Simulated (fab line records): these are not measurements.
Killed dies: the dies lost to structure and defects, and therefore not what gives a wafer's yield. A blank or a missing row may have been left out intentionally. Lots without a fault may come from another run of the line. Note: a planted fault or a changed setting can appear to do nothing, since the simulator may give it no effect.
fab line records -- flow sky130
record lots=12, wafers=36, last_day=50
route steps=708 shown NWELL@34 VT_ADJUST_HVTR@141 SONOS_TUNNEL@160 SONOS_ONO@183
lots with no fault: from the same line, run without faults
start_h: hours from the record's opening day to when the first of the lot's shown wafers began -- wait_h: time in hours since the lot's previous step -- " as in the row above -- L1.1+2: a row that stands for several wafers -- - no value, or no start was given -- * or withheld: withheld -- < > ~ a bound
route shown NAME@n: NAME is a module with steps in the file, n the number in the route of the first one -- usual: the fault-free wafers' mean and standard deviation -- same: alike in all rows -- chamber/n: place in a boat -- sites: each site's reading -- _std_site: standard deviation of those values -- _edge_site: the outer-site mean with the inner-site mean subtracted -- radius_mm: for every site, how far away it sits from the centre of the wafer -- mask NAME#n: copy n -- behind: the last tool/chamber to shape the wafer -- hold: what put the lot on hold/how long, in hours/how the hold closed -- device: names the non-switching transistor (n, p or np) -- end of line: the same wafers' tests at the end of the route -- a step given without rows: its recipe and nothing more -- killed: count of dies lost to structure and defects at first sort (not the wafer's yield) -- map: dies across one wafer; x = killed, . = not, _ = none there
set.NAME: the setting the step ran with; set.NAME@STEP: the setting that earlier step ran with -- model.NAME: the simulator's own value behind a step, which no gauge read
route steps across a sampled set of lots; one table per step, one row per wafer
services: a tool's chamber out of use, with start hour (start_h, from the record's first day; less than 0 if before it), hours out, and reason
## steps
# step SKY_NWELL_THK_MEAS_02
# recipe reads=SiO2_of_NWELL_OXIDATION_01
# usual NWELL_OXIDATION_THK=9.94/0.16
lot.wafer,tool,chamber,start_h,wait_h,NWELL_OXIDATION_THK[nm]
L398.2,film_metro-01,-,53.08,0.0,10.13
L398.3,film_metro-01,-,53.08,0.0,9.99
L398.4,film_metro-01,-,53.08,0.0,9.97
L399.1,film_metro-03,-,53.13,0.1,10.08
L399.5,film_metro-03,-,53.13,0.1,9.83
L399.6,film_metro-03,-,53.13,0.1,10.13
L402.1,film_metro-01,-,61.40,0.0,10.11
L402.2,film_metro-01,-,61.40,0.0,9.80
L402.3,film_metro-01,-,61.40,0.0,9.88
L403.1,film_metro-04,-,65.56,0.0,10.17
L403.3,film_metro-04,-,65.56,0.0,10.14
L403.6,film_metro-04,-,65.56,0.0,10.07
L404.3,film_metro-04,-,70.10,0.0,9.83
L404.4,film_metro-04,-,70.10,0.0,9.89
L404.6,film_metro-04,-,70.10,0.0,9.96
L405.1,film_metro-04,-,73.57,0.0,10.21
L405.3,film_metro-04,-,73.57,0.0,10.22
L405.6,film_metro-04,-,73.57,0.0,10.21
L408.3,film_metro-03,-,90.45,0.0,9.77
L408.4,film_metro-03,-,90.45,0.0,9.89
L408.5,film_metro-03,-,90.45,0.0,9.54
L409.2,film_metro-01,-,93.29,0.0,9.96
L409.4,film_metro-01,-,93.29,0.0,9.88
L409.6,film_metro-01,-,93.29,0.0,10.13
L418.2,film_metro-04,-,140.69,0.0,9.79
L418.4,film_metro-04,-,140.69,0.0,9.96
L418.6,film_metro-04,-,140.69,0.0,9.78
L419.2,film_metro-01,-,143.92,0.0,9.96
L419.4,film_metro-01,-,143.92,0.0,10.06
L419.6,film_metro-01,-,143.92,0.0,9.90
L420.1,film_metro-04,-,150.40,0.0,9.90
L420.4,film_metro-04,-,150.40,0.0,9.92
L420.5,film_metro-04,-,150.40,0.0,9.94
L421.1,film_metro-01,-,163.03,0.0,10.10
L421.2,film_metro-01,-,163.03,0.0,10.11
L421.4,film_metro-01,-,163.03,0.0,10.06
# step SKY_VT_ADJUST_HVTR_STRIP_10
# recipe chemistry=O2/N2, power_w=1400, pressure_mtorr=1500, platen_temp_c=withheld, o2_flow_sccm=3000, n2_flow_sccm=300, overash_fraction=0.5
# usual drypump_motor_current_A=5.5/0.48, n2_flow_sccm=300.0/0.87, oes_product_au=0.716/0.0043, strip_time_to_endpoint_s=14.32/0.041
lot.wafer,tool,chamber,start_h,wait_h,drypump_motor_current_A,n2_flow_sccm,oes_product_au,rf_hours_counter_h,strip_time_to_endpoint_s
L398.2,plasma_asher-03,0,222.97,0.1,6.1,300.8,0.713,41,14.38
L398.3,plasma_asher-03,0,222.97,0.1,6.1,300.3,0.714,-,14.41
L398.4,plasma_asher-03,1,222.97,0.1,5.1,301.6,0.707,-,14.39
L399.1,plasma_asher-02,0,223.88,0.1,4.9,300.3,0.713,53,14.30
L399.5,plasma_asher-02,0,223.88,0.1,4.9,300.2,0.713,-,14.36
L399.6,plasma_asher-02,1,223.88,0.1,5.6,300.3,0.721,-,14.37
L402.1,plasma_asher-04,0,236.38,0.1,5.7,300.5,0.714,55,14.28
L402.2,plasma_asher-04,1,236.38,0.1,6.1,299.9,0.717,55,14.30
L402.3,plasma_asher-04,0,236.38,0.1,5.8,298.6,0.720,-,14.29
L403.1,plasma_asher-04,0,242.68,0.1,5.8,298.8,0.725,56,14.32
L403.3,plasma_asher-04,1,242.68,0.1,6.1,301.0,0.717,-,14.27
L403.6,plasma_asher-04,1,242.68,0.1,6.1,300.2,0.713,-,14.27
L404.3,plasma_asher-02,1,250.45,0.1,5.5,300.0,0.715,-,14.28
L404.4,plasma_asher-02,0,250.45,0.1,4.9,300.8,0.715,-,14.29
L404.6,plasma_asher-02,0,250.45,0.1,4.9,301.7,0.722,-,14.27
L405.1,plasma_asher-04,1,256.48,0.1,6.1,298.7,0.717,57,14.32
L405.3,plasma_asher-04,0,256.48,0.1,5.8,300.2,0.722,-,14.31
L405.6,plasma_asher-04,1,256.48,0.1,6.1,300.0,0.715,-,14.27
L408.3,plasma_asher-04,1,277.71,0.1,6.1,300.0,0.712,-,14.40
L408.4,plasma_asher-04,0,277.71,0.1,5.8,299.0,0.713,-,14.39
L408.5,plasma_asher-04,1,277.71,0.1,6.1,301.3,0.718,-,14.37
L409.2,plasma_asher-03,1,280.58,0.1,5.1,299.9,0.710,47,14.35
L409.4,plasma_asher-03,1,280.58,0.1,5.1,299.7,0.717,-,14.35
L409.6,plasma_asher-03,0,280.58,0.1,6.1,300.0,0.712,-,14.33
L418.2,plasma_asher-03,1,348.03,0.1,5.1,300.2,0.711,54,14.35
L418.4,plasma_asher-03,0,348.03,0.1,6.1,300.6,0.717,-,14.35
L418.6,plasma_asher-03,1,348.03,0.1,5.1,300.0,0.725,-,14.32
L419.2,plasma_asher-03,1,356.33,0.1,5.1,299.0,0.710,54,14.24
L419.4,plasma_asher-03,1,356.33,0.1,5.1,298.8,0.720,-,14.27
L419.6,plasma_asher-03,0,356.33,0.1,6.1,300.5,0.712,-,14.32
L420.1,plasma_asher-03,1,360.18,0.1,5.1,300.2,0.718,55,14.30
L420.4,plasma_asher-03,1,360.18,0.1,5.1,299.1,0.725,-,14.31
L420.5,plasma_asher-03,0,360.18,0.1,6.1,298.8,0.715,-,14.32
L421.1,plasma_asher-02,1,379.68,0.1,5.5,300.6,0.718,68,14.33
L421.2,plasma_asher-02,0,379.68,0.1,4.9,301.6,0.713,68,14.40
L421.4,plasma_asher-02,0,379.68,0.1,4.9,300.5,0.720,-,14.33
# step SKY_SONOS_TUNNEL_DEVELOP_06
# recipe resist=NOVOLAK, developer=TMAH, develop_time_s=60, dev_temp_c=23
# usual developer_temp_C=23.01/0.12
lot.wafer,tool,chamber,start_h,wait_h,developer_temp_C
L398.2,litho_track-04,0,269.00,0.1,23.15
L398.3,litho_track-04,0,269.00,0.1,23.00
L398.4,litho_track-04,0,269.00,0.1,23.31
L399.1,litho_track-03,0,270.56,0.1,23.09
L399.5,litho_track-03,0,270.56,0.1,23.02
L399.6,litho_track-03,0,270.56,0.1,23.00
L402.1,litho_track-04,0,283.28,0.1,22.86
L402.2,litho_track-04,0,283.28,0.1,23.05
L402.3,litho_track-04,0,283.28,0.1,23.04
L403.1,litho_track-04,0,290.88,0.1,22.95
L403.3,litho_track-04,0,290.88,0.1,23.10
L403.6,litho_track-04,0,290.88,0.1,23.00
L404.3,litho_track-03,0,298.16,0.1,23.03
L404.4,litho_track-03,0,298.16,0.1,23.03
L404.6,litho_track-03,0,298.16,0.1,22.96
L405.1,litho_track-03,0,306.81,0.1,23.07
L405.3,litho_track-03,0,306.81,0.1,22.86
L405.6,litho_track-03,0,306.81,0.1,22.88
L408.3,litho_track-03,0,329.61,0.1,23.14
L408.4,litho_track-03,0,329.61,0.1,23.01
L408.5,litho_track-03,0,329.61,0.1,23.05
L409.2,litho_track-03,0,331.49,0.1,23.16
L409.4,litho_track-03,0,331.49,0.1,23.18
L409.6,litho_track-03,0,331.49,0.1,23.01
L418.2,litho_track-04,0,405.80,0.1,20.75
L418.4,litho_track-04,0,405.80,0.1,20.70
L418.6,litho_track-04,0,405.80,0.1,20.74
L419.2,litho_track-04,0,414.35,0.1,20.79
L419.4,litho_track-04,0,414.35,0.1,20.57
L419.6,litho_track-04,0,414.35,0.1,20.81
L420.1,litho_track-01,0,419.15,0.1,22.93
L420.4,litho_track-01,0,419.15,0.1,23.08
L420.5,litho_track-01,0,419.15,0.1,22.91
L421.1,litho_track-03,0,440.01,0.1,23.26
L421.2,litho_track-03,0,440.01,0.1,23.17
L421.4,litho_track-03,0,440.01,0.1,23.27
# step SKY_SONOS_TUNNEL_CD_MEAS_07
# recipe target_cd_nm=410
# usual cd_nm=410.0/2.4
lot.wafer,tool,chamber,start_h,wait_h,cd_nm
L398.2,cd_sem-01,-,269.15,0.1,415.2
L398.3,cd_sem-01,-,269.15,0.1,412.0
L398.4,cd_sem-01,-,269.15,0.1,415.2
L399.1,cd_sem-02,-,270.71,0.1,411.2
L399.5,cd_sem-02,-,270.71,0.1,410.1
L399.6,cd_sem-02,-,270.71,0.1,410.6
L402.1,cd_sem-01,-,283.43,0.1,408.6
L402.2,cd_sem-01,-,283.43,0.1,408.9
L402.3,cd_sem-01,-,283.43,0.1,408.9
L403.1,cd_sem-02,-,291.03,0.1,407.3
L403.3,cd_sem-02,-,291.03,0.1,404.5
L403.6,cd_sem-02,-,291.03,0.1,406.2
L404.3,cd_sem-02,-,298.30,0.1,409.2
L404.4,cd_sem-02,-,298.30,0.1,410.9
L404.6,cd_sem-02,-,298.30,0.1,408.2
L405.1,cd_sem-02,-,306.96,0.1,410.3
L405.3,cd_sem-02,-,306.96,0.1,412.6
L405.6,cd_sem-02,-,306.96,0.1,409.7
L408.3,cd_sem-01,-,329.75,0.1,406.0
L408.4,cd_sem-01,-,329.75,0.1,405.5
L408.5,cd_sem-01,-,329.75,0.1,402.3
L409.2,cd_sem-02,-,331.63,0.1,411.1
L409.4,cd_sem-02,-,331.63,0.1,411.1
L409.6,cd_sem-02,-,331.63,0.1,413.3
L418.2,cd_sem-01,-,405.95,0.1,413.5
L418.4,cd_sem-01,-,405.95,0.1,415.0
L418.6,cd_sem-01,-,405.95,0.1,414.7
L419.2,cd_sem-01,-,414.50,0.1,417.0
L419.4,cd_sem-01,-,414.50,0.1,418.8
L419.6,cd_sem-01,-,414.50,0.1,416.6
L420.1,cd_sem-01,-,419.30,0.1,412.2
L420.4,cd_sem-01,-,419.30,0.1,411.6
L420.5,cd_sem-01,-,419.30,0.1,410.3
L421.1,cd_sem-01,-,440.16,0.1,414.2
L421.2,cd_sem-01,-,440.16,0.1,410.5
L421.4,cd_sem-01,-,440.16,0.1,409.6
# step SKY_SONOS_ONO_ETCH_15
# recipe target_depth_nm=19.52, chemistry=CHF3/O2, source_w=600, bias_w=200, pressure_mtorr=40, chf3_flow_sccm=50, O2_flow_sccm=5, time_s=7.8
# usual drypump_motor_current_A=6.0/0.43, oes_product_au=0.998/0.014, throttle_valve_pct=8.824/0.0092
lot.wafer,tool,chamber,start_h,wait_h,drypump_motor_current_A,oes_product_au,rf_hours_counter_h,throttle_valve_pct
L399.1,rie_diel-04,2,301.55,0.0,5.6,1.026,47,8.837
L399.5,rie_diel-04,1,301.55,0.0,5.8,1.008,-,8.826
L399.6,rie_diel-04,2,301.55,0.0,5.6,1.023,-,8.802
L398.2,rie_diel-03,0,302.75,0.0,6.3,0.992,25,8.833
L398.3,rie_diel-03,1,302.75,0.0,6.5,0.985,63,8.817
L398.4,rie_diel-03,2,302.75,0.0,5.7,0.990,59,8.818
L402.1,rie_diel-03,3,313.38,0.0,5.9,0.986,109,8.817
L402.2,rie_diel-03,0,313.38,0.0,6.3,0.999,26,8.830
L402.3,rie_diel-03,2,313.38,0.0,5.7,0.995,59,8.831
L403.1,rie_diel-03,3,322.25,0.0,5.9,0.986,109,8.813
L403.3,rie_diel-03,0,322.25,0.0,6.4,0.997,26,8.821
L403.6,rie_diel-03,3,322.25,0.0,5.9,0.994,-,8.831
L404.3,rie_diel-03,1,329.00,0.0,6.5,0.990,63,8.816
L404.4,rie_diel-03,0,329.00,0.0,6.4,1.005,26,8.826
L404.6,rie_diel-03,0,329.00,0.0,6.3,0.996,-,8.810
L405.1,rie_diel-03,3,338.57,0.0,5.9,0.993,110,8.822
L405.3,rie_diel-03,1,338.57,0.0,6.4,0.994,63,8.825
L405.6,rie_diel-03,2,338.57,0.0,5.7,0.997,-,8.822
L408.3,rie_diel-04,2,364.73,0.0,5.6,1.020,49,8.814
L408.4,rie_diel-04,3,364.73,0.0,6.3,1.015,-,8.845
L408.5,rie_diel-04,2,364.73,0.0,5.6,1.019,-,8.819
L409.2,rie_diel-03,0,365.63,0.0,6.4,0.987,27,8.820
L409.4,rie_diel-03,1,365.63,0.0,6.5,0.992,64,8.826
L409.6,rie_diel-03,0,365.63,0.0,6.3,0.991,-,8.813
L418.2,rie_diel-03,0,442.77,0.0,6.3,0.987,28,8.820
L418.4,rie_diel-03,1,442.77,0.0,6.4,0.985,65,8.816
L418.6,rie_diel-03,0,442.77,0.0,6.3,0.987,-,8.822
L419.2,rie_diel-03,2,449.68,0.0,5.7,1.002,61,8.829
L419.4,rie_diel-03,1,449.68,0.0,6.5,0.990,65,8.820
L419.6,rie_diel-03,1,449.68,0.0,6.5,0.990,-,8.810
L420.1,rie_diel-02,3,454.60,0.0,5.9,1.027,22,8.830
L420.4,rie_diel-02,2,454.60,0.0,6.3,1.015,1,8.830
L420.5,rie_diel-02,1,454.60,0.0,6.7,1.004,-,8.837
L421.1,rie_diel-02,0,476.07,0.0,5.5,1.010,55,8.829
L421.2,rie_diel-02,3,476.07,0.0,5.9,1.013,23,8.837
L421.4,rie_diel-02,1,476.07,0.0,6.7,1.004,2,8.833
## services
tool,chamber,start_h,hours,kind
plasma_asher-02,-,200.90,0.4,repair
rie_diel-03,0,210.75,2.0,repair
rie_diel-02,0,220.75,14.6,repair
rie_diel-04,1,254.91,2.7,repair
rie_diel-02,-,264.59,0.7,repair
rie_diel-02,1,270.67,18.9,repair
rie_diel-03,0,286.55,5.8,repair
rie_diel-04,1,289.15,4.5,repair
plasma_asher-04,-,321.85,14.6,pm
rie_diel-02,3,326.18,6.1,repair
rie_diel-04,3,347.60,10.5,repair
rie_diel-03,-,347.61,1.8,repair
rie_diel-02,-,353.57,2.8,pm
rie_diel-04,1,356.15,11.7,repair
rie_diel-02,0,372.45,5.7,repair
rie_diel-03,3,393.12,-,clean
rie_diel-02,3,397.06,4.5,repair
rie_diel-04,0,412.08,3.5,repair
plasma_asher-02,-,421.25,9.0,pm
rie_diel-04,1,430.24,1.9,repair
rie_diel-04,1,434.74,5.6,repair
rie_diel-02,2,446.33,7.6,repair
rie_diel-02,1,455.93,1.5,repair
plasma_asher-02,-,466.15,2.8,pm
## key
first_sign step=SKY_SONOS_TUNNEL_DEVELOP_06, reading=developer_temp_C, direction=down, sigmas=20, usual=*, struck=*
effect step=SKY_SONOS_TUNNEL_CD_MEAS_07, reading=cd_nm, direction=up, sigmas=2.5, usual=410.0, struck=416.0
met_at SKY_SONOS_TUNNEL_DEVELOP_06
struck_lots L418,L419
tester_left_out L418,L419
not_acting_at SKY_NWELL_THK_MEAS_02,SKY_VT_ADJUST_HVTR_STRIP_10,SKY_SONOS_ONO_ETCH_15
onset_between 290.88 405.80
fault kind=process_parameter_drift, tool=litho_track-04, chamber=-, onset_h=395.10, steps=SKY_SONOS_TUNNEL_DEVELOP_06, channel=dev_temp_c, offset=*, shape=step, end_h=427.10, acts_in=*, stated=*
# tester_left_out: of these lots the tester's yield and bins aren't shown, on N5 and GAA mostly nor the transistor test; their killed dies are dies lost to structure and defects alone, not to doping, threshold or leakage, so they don't give the yield
